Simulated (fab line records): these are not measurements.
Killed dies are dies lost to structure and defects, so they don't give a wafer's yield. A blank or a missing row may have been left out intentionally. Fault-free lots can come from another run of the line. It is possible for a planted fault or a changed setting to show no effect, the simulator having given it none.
fab line records | flow gf180mcu
record lots=15 wafers=45 lastDay=34
route steps=602 shown M1@330 V1@353 M2@378
lots that met no fault: from a run of the same line without faults
startH: the number of hours between the record's first day and the start of the first shown wafer of the lot | waitH: hours elapsed since this lot's preceding step | " same as the row above | L1.1+2: one row covering several wafers at once | - no value, or no start was given | * or withheld: withheld | < > ~ a bound
route shown NAME@n: names a module that has steps shown in the file, with the first one's number in the route | usual: average and standard deviation across the fault-free wafers | same: alike in all rows | chamber/n: place in a boat | sites: each site's reading | _std_site: how widely they spread, as a standard deviation | _edge_site: mean of outer sites minus mean of inner sites | radiusMm: how far each site lies from the wafer's centre | mask NAME#n: copy n | behind: the tool/chamber that last shaped the wafer | hold: why the lot went on hold/how many hours it stayed there/how the hold came to an end | device: names the non-switching transistor (n, p or np) | end of line: tests run on the same wafers once the route is complete | where a step has no rows: the recipe by itself | killed: dies lost to structure and defects at the first sort, not the wafer's yield | map: the dies of a wafer, with x for killed, . for not killed, _ for no die there
set.NAME: the setting as run; set.NAME@STEP: as run at that earlier step | model.NAME: the simulator's own value behind a step, which no gauge read
the route's steps for a sample of lots (tables are steps, rows are wafers)
services: a tool's chamber out of use, with start hour (startH, from the record's first day; less than 0 if before it), hours out, and reason
## steps
# step GF_M1_OVL_MEAS_15
# usual M1_OVL=4/5
# columns lot.wafer tool chamber startH waitH M1_OVL[nm]
L773.3 overlay-01 - 392.62 0.1 1
L773.4 " - " " 8
L773.5 " - " " -2
L774.2 overlay-02 - 400.06 0.1 3
L774.4 " - " " 8
L774.6 " - " " 8
L775.1 overlay-02 - 413.91 0.1 7
L775.3 " - " " -2
L775.4 " - " " -3
L776.3 overlay-01 - 414.21 0.1 4
L776.5 " - " " 6
L776.6 " - " " 5
L777.2 overlay-02 - 424.62 0.1 4
L777.3 " - " " 4
L777.6 " - " " 6
L779.1 overlay-02 - 442.06 0.1 -1
L779.4 " - " " -1
L779.6 " - " " 0
L782.1 overlay-02 - 465.65 0.1 2
L782.3 " - " " -3
L782.4 " - " " 9
L783.1 overlay-01 - 473.90 0.1 0
L783.2 " - " " -1
L783.6 " - " " 2
L784.1 overlay-01 - 483.06 0.1 -5
L784.3 " - " " -8
L784.5 " - " " -5
L787.2 overlay-02 - 513.11 0.1 1
L787.5 " - " " 1
L787.6 " - " " 1
L788.1 overlay-02 - 520.86 0.1 -2
L788.4 " - " " 3
L788.5 " - " " -5
L789.1 overlay-01 - 535.02 0.1 3
L789.2 " - " " 18
L789.6 " - " " 9
L790.3 overlay-01 - 537.57 0.1 3
L790.4 " - " " -5
L790.6 " - " " -2
L795.1 overlay-01 - 568.65 0.1 10
L795.3 " - " " 2
L795.4 " - " " 2
L796.3 overlay-02 - 574.86 0.1 6
L796.5 " - " " 7
L796.6 " - " " 3
# step GF_V1_STRIP_18
# recipe chemistry=O2/N2 powerW=1400 pressureMtorr=1500 platenTempC=250 o2FlowSccm=3000 n2FlowSccm=300 overashFraction=0.5
# usual drypumpMotorCurrentA=5.7/0.52 heaterPowerW=306/19 n2FlowSccm=300.0/0.87 oesProductAu=0.593/0.0052
# columns lot.wafer tool chamber startH waitH drypumpMotorCurrentA heaterPowerW n2FlowSccm oesProductAu rfHoursCounterH
L773.3 plasmaAsher-02 1 418.06 - 5.7 314 299.4 0.588 -
L773.4 " 0 " " 5.4 294 301.9 0.585 -
L773.5 " 0 " " 5.5 305 301.5 0.595 -
L774.2 plasmaAsher-01 0 425.43 - 6.6 320 300.7 0.595 65
L774.4 " 1 " " 5.2 333 301.9 0.593 -
L774.6 " 1 " " 5.2 327 300.9 0.602 -
L775.1 plasmaAsher-04 1 439.17 - 5.2 283 299.1 0.597 76
L775.3 " 1 " " 5.2 285 299.9 0.604 -
L775.4 " 0 " " 5.9 284 298.5 0.587 -
L776.3 plasmaAsher-02 1 439.71 - 5.6 312 300.2 0.582 -
L776.5 " 0 " " 5.4 304 300.0 0.597 -
L776.6 " 1 " " 5.7 313 300.5 0.598 -
L777.2 plasmaAsher-02 1 450.40 - 5.7 316 298.5 0.592 35
L777.3 " 0 " " 5.4 302 300.1 0.598 -
L777.6 " 0 " " 5.4 310 298.9 0.593 -
L779.1 plasmaAsher-04 1 467.90 - 5.2 283 300.9 0.600 79
L779.4 " 0 " " 5.8 282 299.8 0.596 -
L779.6 " 0 " " 5.9 281 300.9 0.602 -
L782.1 plasmaAsher-04 0 491.18 - 5.9 281 300.9 0.603 81
L782.3 " 0 " " 5.9 288 299.7 0.589 -
L782.4 " 1 " " 5.2 279 298.6 0.594 -
L783.1 plasmaAsher-02 0 499.43 - 5.5 297 300.1 0.602 40
L783.2 " 1 " " 5.7 321 300.6 0.600 40
L783.6 " 0 " " 5.5 307 299.5 0.593 -
L784.1 plasmaAsher-01 0 507.81 - 6.6 329 300.7 0.587 73
L784.3 " 0 " " 6.6 328 300.9 0.583 -
L784.5 " 1 " " 5.1 322 299.7 0.598 -
L787.2 plasmaAsher-04 1 538.32 - 5.2 276 299.5 0.601 86
L787.5 " 0 " " 5.9 281 300.3 0.586 -
L787.6 " 1 " " 5.2 282 299.7 0.595 -
L788.1 plasmaAsher-02 1 543.66 - 5.7 315 299.4 0.597 45
L788.4 " 1 " " 5.7 317 299.2 0.594 -
L788.5 " 1 " " 5.7 307 300.2 0.589 -
L789.1 plasmaAsher-04 0 558.04 - 5.9 285 301.0 0.594 88
L789.2 " 1 " " 5.2 277 300.1 0.593 88
L789.6 " 1 " " 5.2 276 301.3 0.597 -
L790.3 plasmaAsher-01 1 561.23 - 5.1 323 298.7 0.586 -
L790.4 " 0 " " 6.6 336 300.5 0.590 -
L790.6 " 0 " " 6.6 317 299.0 0.593 -
L795.1 plasmaAsher-01 0 591.74 - 6.6 326 299.5 0.591 82
L795.3 " 1 " " 5.1 320 300.9 0.589 -
L795.4 " 0 " " 6.6 321 300.2 0.595 -
L796.3 plasmaAsher-01 0 596.93 - 6.6 338 300.0 0.597 -
L796.5 " 1 " " 5.1 326 299.7 0.598 -
L796.6 " 0 " " 6.6 326 298.6 0.599 -
# step GF_V1_CVD_23
# recipe material=W targetThkNm=350 timeS=105.05 tempC=400 pressureTorr=40
# usual chamberPressureTorr=40.00/0.1 heaterPowerOuterW=557/40 heaterPowerW=887/62
# columns lot.wafer tool chamber startH waitH chamberPressureTorr heaterPowerOuterW heaterPowerW
L773.3 cvdW-02 0 418.71 0.1 39.80 532 830
L773.4 " 1 " " 40.14 595 947
L773.5 " 1 " " 39.97 590 961
L774.2 cvdW-02 0 426.09 0.0 39.98 520 848
L774.4 " 0 " " 40.04 537 839
L774.6 " 0 " " 40.07 532 827
L775.1 cvdW-01 0 439.80 0.0 40.08 590 966
L775.3 " 0 " " 40.09 586 951
L775.4 " 1 " " 39.95 501 781
L776.3 cvdW-02 0 440.35 0.1 39.92 512 842
L776.5 " 0 " " 39.97 508 837
L776.6 " 1 " " 39.99 578 959
L777.2 cvdW-01 0 451.04 0.0 40.02 590 972
L777.3 " 0 " " 39.93 601 973
L777.6 " 0 " " 39.96 589 980
L779.1 cvdW-01 1 468.53 0.0 40.03 501 828
L779.4 " 1 " " 40.05 507 797
L779.6 " 1 " " 39.86 503 821
L782.1 cvdW-02 0 491.84 0.0 39.92 530 815
L782.3 " 0 " " 39.93 516 829
L782.4 " 1 " " 40.03 594 938
L783.1 cvdW-02 0 500.07 0.0 39.88 524 839
L783.2 " 1 " " 39.98 603 948
L783.6 " 0 " " 39.99 528 834
L784.1 cvdW-01 0 508.95 0.0 39.98 615 957
L784.3 " 0 " " 40.14 589 979
L784.5 " 0 " " 40.11 596 954
L787.2 cvdW-02 0 539.22 0.0 - - -
L787.5 " 1 " " - - -
L787.6 " 0 " " - - -
L788.1 cvdW-02 0 545.51 0.0 - - -
L788.4 " 0 " " - - -
L788.5 " 0 " " - - -
L789.1 cvdW-02 0 558.68 0.0 - - -
L789.2 " 1 " " - - -
L789.6 " 0 " " - - -
L790.3 cvdW-02 1 561.86 0.1 39.90 609 944
L790.4 " 0 " " 40.10 539 835
L790.6 " 0 " " 40.12 521 823
L795.1 cvdW-02 0 592.42 0.0 40.00 539 827
L795.3 " 1 " " 40.11 591 945
L795.4 " 0 " " 40.11 539 858
L796.3 cvdW-01 0 597.61 0.1 39.93 591 966
L796.5 " 0 " " 40.20 592 926
L796.6 " 1 " " 39.95 521 818
# step GF_V1_RS_MEAS_24
# recipe thkMeasGauge=four-point-probe reads=W_of_V1_CVD_23+TiN_of_V1_SPUTTER_22+Ti_of_V1_SPUTTER_21
# usual V1_W_RS=0.329/0.0034
# columns lot.wafer tool chamber startH waitH V1_W_RS[ohm/sq]
L773.3 filmMetro-02 - 418.82 0.1 0.327
L773.4 " - " " 0.326
L773.5 " - " " 0.327
L774.2 filmMetro-02 - 426.22 0.1 0.329
L774.4 " - " " 0.332
L774.6 " - " " 0.331
L775.1 filmMetro-03 - 439.91 0.1 0.331
L775.3 " - " " 0.332
L775.4 " - " " 0.333
L776.3 filmMetro-04 - 440.46 0.1 0.327
L776.5 " - " " 0.331
L776.6 " - " " 0.329
L777.2 filmMetro-02 - 451.17 0.1 0.327
L777.3 " - " " 0.333
L777.6 " - " " 0.327
L779.1 filmMetro-03 - 468.64 0.1 0.334
L779.4 " - " " 0.333
L779.6 " - " " 0.332
L782.1 filmMetro-02 - 491.95 0.1 0.335
L782.3 " - " " 0.330
L782.4 " - " " 0.332
L783.1 filmMetro-04 - 500.18 0.1 0.329
L783.2 " - " " 0.329
L783.6 " - " " 0.326
L784.1 filmMetro-04 - 509.06 0.1 0.327
L784.3 " - " " 0.329
L784.5 " - " " 0.330
L787.2 filmMetro-03 - 539.36 0.1 44.325
L787.5 " - " " 44.048
L787.6 " - " " 44.617
L788.1 filmMetro-04 - 545.73 0.2 43.046
L788.4 " - " " 43.516
L788.5 " - " " 43.074
L789.1 filmMetro-02 - 558.79 0.1 43.810
L789.2 " - " " 43.964
L789.6 " - " " 44.135
L790.3 filmMetro-04 - 561.98 0.1 0.325
L790.4 " - " " 0.324
L790.6 " - " " 0.325
L795.1 filmMetro-04 - 592.54 0.1 0.329
L795.3 " - " " 0.326
L795.4 " - " " 0.323
L796.3 filmMetro-03 - 597.72 0.1 0.329
L796.5 " - " " 0.331
L796.6 " - " " 0.331
# step GF_V1_THK_MEAS_25
# recipe thkMeasGauge=xrf reads=W_of_V1_CVD_23
# usual V1_W_THK=349/4.7
# columns lot.wafer tool chamber startH waitH V1_W_THK[nm]
L773.3 filmMetro-02 - 418.92 0.1 349
L773.4 " - " " 351
L773.5 " - " " 348
L774.2 filmMetro-02 - 426.33 0.1 348
L774.4 " - " " 342
L774.6 " - " " 347
L775.1 filmMetro-03 - 440.03 0.1 345
L775.3 " - " " 347
L775.4 " - " " 343
L776.3 filmMetro-04 - 440.56 0.1 356
L776.5 " - " " 351
L776.6 " - " " 352
L777.2 filmMetro-02 - 451.28 0.1 349
L777.3 " - " " 344
L777.6 " - " " 349
L779.1 filmMetro-03 - 468.76 0.1 340
L779.4 " - " " 341
L779.6 " - " " 346
L782.1 filmMetro-02 - 492.07 0.1 340
L782.3 " - " " 347
L782.4 " - " " 346
L783.1 filmMetro-04 - 500.30 0.1 354
L783.2 " - " " 352
L783.6 " - " " 358
L784.1 filmMetro-04 - 509.18 0.1 355
L784.3 " - " " 353
L784.5 " - " " 350
L787.2 filmMetro-03 - 539.47 0.1 <0
L787.5 " - " " <0
L787.6 " - " " <0
L788.1 filmMetro-04 - 545.85 0.1 -
L788.4 " - " " -
L788.5 " - " " <0
L789.1 filmMetro-02 - 558.91 0.1 <0
L789.2 " - " " <0
L789.6 " - " " <0
L790.3 filmMetro-04 - 562.08 0.1 359
L790.4 " - " " 359
L790.6 " - " " 360
L795.1 filmMetro-04 - 592.66 0.1 354
L795.3 " - " " 357
L795.4 " - " " 359
L796.3 filmMetro-03 - 597.82 0.1 349
L796.5 " - " " 346
L796.6 " - " " 347
# step GF_V1_CMP_26
# recipe stopOn=SiO2 downForcePsi=3.5 platenRpm=60 tOverpolishS=15 targetThkNm=0 padVelocityMS=0.94248
# usual motorCurrentA=10.9/1.1 timeToEndpointS=85/3
# columns lot.wafer tool chamber startH waitH motorCurrentA timeToEndpointS
L773.4 cmp-01 3 418.96 0.0 10.9 85
L773.3 " 2 " " 10.0 84
L773.5 " 0 " " 10.3 89
L774.4 cmp-01 0 426.38 0.0 9.6 88
L774.2 " 3 " " 10.8 88
L774.6 " 1 " " 10.3 92
L775.1 cmp-02 2 440.09 0.1 10.6 89
L775.4 " 3 " " 10.0 87
L775.3 " 1 " " 13.6 88
L776.3 cmp-01 3 440.60 0.0 10.7 81
L776.5 " 3 " " 10.3 83
L776.6 " 0 " " 9.5 85
L777.2 cmp-01 2 451.43 0.1 9.9 84
L777.3 " 3 " " 10.6 82
L777.6 " 0 " " 9.6 88
L779.4 cmp-01 1 468.87 0.1 10.2 90
L779.1 " 2 " " 10.3 84
L779.6 " 0 " " 9.8 87
L782.3 cmp-01 0 492.18 0.1 9.7 82
L782.1 " 1 " " 10.3 86
L782.4 " 2 " " 10.1 81
L783.2 cmp-02 2 500.41 0.1 10.6 80
L783.1 " 0 " " 11.7 79
L783.6 " 2 " " 11.1 79
L784.1 cmp-02 0 509.35 0.2 11.6 81
L784.3 " 1 " " 13.5 84
L784.5 " 3 " " 10.3 82
L787.2 cmp-02 3 539.67 0.2 10.3 0
L787.6 " 0 " " 11.4 3
L787.5 " 1 " " 12.9 0
L788.1 cmp-01 0 545.96 0.1 9.7 1
L788.4 " 1 " " 10.9 4
L788.5 " 0 " " 9.5 4
L789.2 cmp-02 1 558.99 0.1 12.7 3
L789.1 " 2 " " 10.6 1
L789.6 " 2 " " 11.0 2
L790.4 cmp-02 0 562.22 0.1 11.6 88
L790.3 " 1 " " 12.7 90
L790.6 " 2 " " 10.3 89
L795.1 cmp-02 3 592.77 0.1 9.6 83
L795.3 " 0 " " 11.7 85
L795.4 " 1 " " 13.5 85
L796.3 cmp-02 0 597.86 0.0 11.5 84
L796.6 " 0 " " 11.7 78
L796.5 " 1 " " 14.0 83
# step GF_M2_METAL_ETCH_16
# recipe chemistry=Cl2/BCl3 maskMaterial=KrF targetDepthNm=627.5 stopOn=SiO2 pressureMtorr=8 icpW=800 biasW=140 Cl2_flow_sccm=80 bcl3FlowSccm=40 timeS=104.6
# usual drypumpMotorCurrentA=5.5/0.52 oesProductAu=0.974/0.0063 throttleValvePct=28.247/0.0094
# columns lot.wafer tool chamber startH waitH drypumpMotorCurrentA oesProductAu rfHoursCounterH throttleValvePct
L773.3 rieMetal-04 1 444.39 0.1 6.0 0.971 - 28.243
L773.4 " 0 " " 5.7 0.970 - 28.246
L773.5 " 0 " " 5.7 0.969 - 28.247
L774.2 rieMetal-04 1 451.37 0.0 6.0 0.973 9 28.237
L774.4 " 0 " " 5.7 0.966 - 28.257
L774.6 " 1 " " 6.0 0.975 - 28.239
L775.1 rieMetal-04 1 464.47 0.0 6.0 0.972 9 28.250
L775.3 " 0 " " 5.6 0.979 - 28.248
L775.4 " 1 " " 6.0 0.971 - 28.247
L776.3 rieMetal-03 1 465.53 0.1 6.4 0.979 - 28.257
L776.5 " 0 " " 5.1 0.975 - 28.234
L776.6 " 1 " " 6.4 0.980 - 28.254
L777.2 rieMetal-04 0 474.79 0.0 5.7 0.975 1 28.258
L777.3 " 1 " " 6.0 0.976 - 28.250
L777.6 " 0 " " 5.7 0.977 - 28.251
L779.1 rieMetal-03 0 493.37 0.0 5.1 0.972 8 28.268
L779.4 " 0 " " 5.1 0.983 - 28.247
L779.6 " 1 " " 6.4 0.969 - 28.250
L782.1 rieMetal-01 1 515.85 0.0 4.7 0.963 7 28.254
L782.3 " 0 " " 5.4 0.968 - 28.246
L782.4 " 1 " " 4.6 0.977 - 28.247
L783.1 rieMetal-04 0 523.40 0.0 5.7 0.971 2 28.246
L783.2 " 1 " " 6.0 0.965 10 28.240
L783.6 " 0 " " 5.6 0.967 - 28.256
L784.1 rieMetal-03 0 535.66 0.0 5.1 0.970 9 28.245
L784.3 " 1 " " 6.4 0.965 - 28.262
L784.5 " 0 " " 5.1 0.977 - 28.262
L790.3 rieMetal-04 0 585.10 0.1 5.6 0.973 - 28.239
L790.4 " 1 " " 6.0 0.970 - 28.244
L790.6 " 0 " " 5.6 0.979 - 28.253
L795.1 rieMetal-01 1 614.29 0.0 4.6 0.973 9 28.243
L795.3 " 0 " " 5.4 0.970 - 28.256
L795.4 " 1 " " 4.6 0.968 - 28.245
L796.3 rieMetal-01 1 619.63 0.1 4.6 0.973 - 28.252
L796.5 " 1 " " 4.6 0.977 - 28.260
L796.6 " 0 " " 5.4 0.965 - 28.266
## services
# columns tool chamber startH hours kind
cmp-01 - 396.74 0.3 repair
cmp-01 - 404.28 4.0 pm
plasmaAsher-04 - 405.06 3.4 repair
rieMetal-04 - 412.84 0.8 repair
rieMetal-04 1 415.94 6.5 repair
plasmaAsher-04 - 428.34 0.7 repair
cvdW-01 - 472.01 0.2 repair
rieMetal-04 - 499.70 0.3 repair
cmp-02 - 511.25 5.1 pm
cmp-02 - 518.47 0.8 repair
cvdW-02 1 543.16 6.2 repair
cmp-02 - 543.75 0.3 repair
cmp-01 - 546.59 2.0 repair
cvdW-02 - 550.14 6.0 pm
plasmaAsher-04 - 552.88 0.7 repair
cmp-02 - 553.15 3.6 repair
cmp-01 - 557.27 2.8 repair
cvdW-01 - 558.91 0.8 repair
cmp-02 - 572.19 4.0 pm
plasmaAsher-01 - 579.04 0.3 repair
plasmaAsher-02 - 580.00 15.6 pm
cmp-01 - 593.89 2.2 repair
cmp-01 - 609.93 0.2 repair
cmp-01 - 613.42 6.4 pm
## key
firstSign step=GF_V1_CVD_23 reading=toolRecord direction=missing
effect step=GF_V1_RS_MEAS_24 reading=V1_W_RS direction=up sigmas=99+ usual=0.329 struck=43.837
effect step=GF_V1_THK_MEAS_25 reading=V1_W_THK direction=down sigmas=73 usual=349 struck=<0
effect step=GF_V1_CMP_26 reading=timeToEndpointS direction=down sigmas=27 usual=* struck=*
metAt GF_V1_CVD_23
struckLots L787,L788,L789
laterRowsLeftOut L787.2,L787.5,L787.6,L788.1,L788.4,L788.5,L789.1,L789.2,L789.6
sortLeftOut L787.2,L787.5,L787.6,L788.1,L788.4,L788.5,L789.1,L789.2,L789.6
notActingAt GF_M1_OVL_MEAS_15,GF_V1_STRIP_18,GF_M2_METAL_ETCH_16
onsetBetween 500.07 539.22
fault kind=skippedStepWhole tool=cvdW-02 chamber=- onsetH=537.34 steps=GF_V1_CVD_23 scope=struckLotsOnly
# sortLeftOut: the simulated sort isn't trusted on such a fault, so these wafers' sort isn't shown, and their yield isn't known
# laterRowsLeftOut: the simulator's readings of these wafers behind a module that went badly wrong aren't trusted and aren't shown, but for the sort
